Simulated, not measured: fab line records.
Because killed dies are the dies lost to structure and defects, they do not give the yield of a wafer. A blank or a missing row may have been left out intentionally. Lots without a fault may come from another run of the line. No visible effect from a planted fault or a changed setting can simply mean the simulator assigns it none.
Check for tools in common	flow sky130	Lots sampled 11, wafers sampled 33

## WHAT PROMPTED THE OPENING
2 of 11 lots carry a flag on the reading SD_P_RS at SKY_SD_N_RS_MEAS_17. No-fault wafers: 147.1 ohm/sq, standard deviation 0.39.
Rule: a lot is flagged in two cases, either no wafer of it has a number, or all its wafers with numbers fall more than 4 standard deviations from that mean. The other lots count as sound.

lot	measured	on	SD_P_RS (ohm/sq), wafer by wafer	flag
L208	day 28 06:49	film_metro-03	146.5 147.0 146.6	
L209	day 28 10:17	film_metro-04	146.7 146.9 147.1	
L212	day 29 11:21	film_metro-04	146.7 146.8 146.9	
L213	day 29 20:53	film_metro-03	146.5 146.9 146.5	
L214	day 30 07:52	film_metro-04	149.4 149.2 149.3	FLAGGED
L215	day 30 16:39	film_metro-01	149.6 149.1 149.3	FLAGGED
L225	day 33 17:35	film_metro-03	147.5 147.6 148.0	
L226	day 34 05:49	film_metro-04	146.9 146.8 147.6	
L228	day 34 11:02	film_metro-04	146.9 147.5 147.4	
L230	day 35 04:11	film_metro-01	146.9 147.5 147.4	
L231	day 35 13:28	film_metro-03	146.8 147.0 147.2	
The mean of the flagged lots' numbers is 149.3 ohm/sq, +2.2 ohm/sq from the usual (+6 standard deviations).

## LOT BY LOT: THE TOOL USED
The record holds 2 process steps before the reading, out of a route of 708 steps. In each cell: the tool, then ch and the chambers that the sampled wafers went through, then the start.
lot	flag	SKY_SD_P_IMPLANT_09	SKY_SD_P_STRIP_10
L208		implanter-04 ch 0, day 25 21:35	plasma_asher-01 ch 0,1, day 25 21:44
L209		implanter-04 ch 0, day 25 23:06	plasma_asher-01 ch 0,1, day 25 23:15
L212		implanter-01 ch 0, day 27 03:15	plasma_asher-04 ch 0,1, day 27 03:23
L213		implanter-04 ch 0, day 27 12:06	plasma_asher-04 ch 0,1, day 27 12:15
L214	FLAGGED	implanter-04 ch 0, day 27 22:28	plasma_asher-02 ch 0,1, day 27 22:37
L215	FLAGGED	implanter-04 ch 0, day 28 07:11	plasma_asher-04 ch 0,1, day 28 07:19
L225		implanter-03 ch 0, day 31 10:14	plasma_asher-01 ch 0,1, day 31 10:23
L226		implanter-04 ch 0, day 31 23:12	plasma_asher-04 ch 0,1, day 31 23:21
L228		implanter-03 ch 0, day 32 05:35	plasma_asher-02 ch 0,1, day 32 05:43
L230		implanter-03 ch 0, day 32 22:38	plasma_asher-04 ch 0,1, day 32 22:45
L231		implanter-04 ch 0, day 33 06:21	plasma_asher-01 ch 0,1, day 33 06:29
What is done by these steps:
- SKY_SD_P_IMPLANT_09
- SKY_SD_P_STRIP_10: strips in O2/N2.
- SKY_SD_N_RS_MEAS_17: measures by four-point-probe.

## FLAGGED OVER TOTAL, TOOL BY TOOL (the gauges that took the reading come last)
step	tool	lots run	flagged	share of the flagged lots	sound lots run after its first flagged lot
SKY_SD_P_IMPLANT_09	implanter-01	1	0	none	-
SKY_SD_P_IMPLANT_09	implanter-03	3	0	none	-
SKY_SD_P_IMPLANT_09	implanter-04	7	2	all	2 (L226,L231)
SKY_SD_P_STRIP_10	plasma_asher-01	4	0	none	-
SKY_SD_P_STRIP_10	plasma_asher-02	2	1	some	1 (L228)
SKY_SD_P_STRIP_10	plasma_asher-04	5	1	some	2 (L226,L230)
SKY_SD_N_RS_MEAS_17	film_metro-01	2	1	some	1 (L230)
SKY_SD_N_RS_MEAS_17	film_metro-03	4	0	none	-
SKY_SD_N_RS_MEAS_17	film_metro-04	5	1	some	2 (L226,L228)

## WHAT THE TABLE PERMITS
In the table, 1 row covers all flagged lots: implanter-04 at SKY_SD_P_IMPLANT_09.
- implanter-04 at SKY_SD_P_IMPLANT_09 ran 7 lots, 2 of them flagged. Sound lots ran on it after the first flagged one (L226, L231), which a lasting fault on the whole tool wouldn't allow.
Not one row of the table ran every flagged lot while running no sound lot after the first.

## WHAT THE SIMULATOR HAD PUT IN
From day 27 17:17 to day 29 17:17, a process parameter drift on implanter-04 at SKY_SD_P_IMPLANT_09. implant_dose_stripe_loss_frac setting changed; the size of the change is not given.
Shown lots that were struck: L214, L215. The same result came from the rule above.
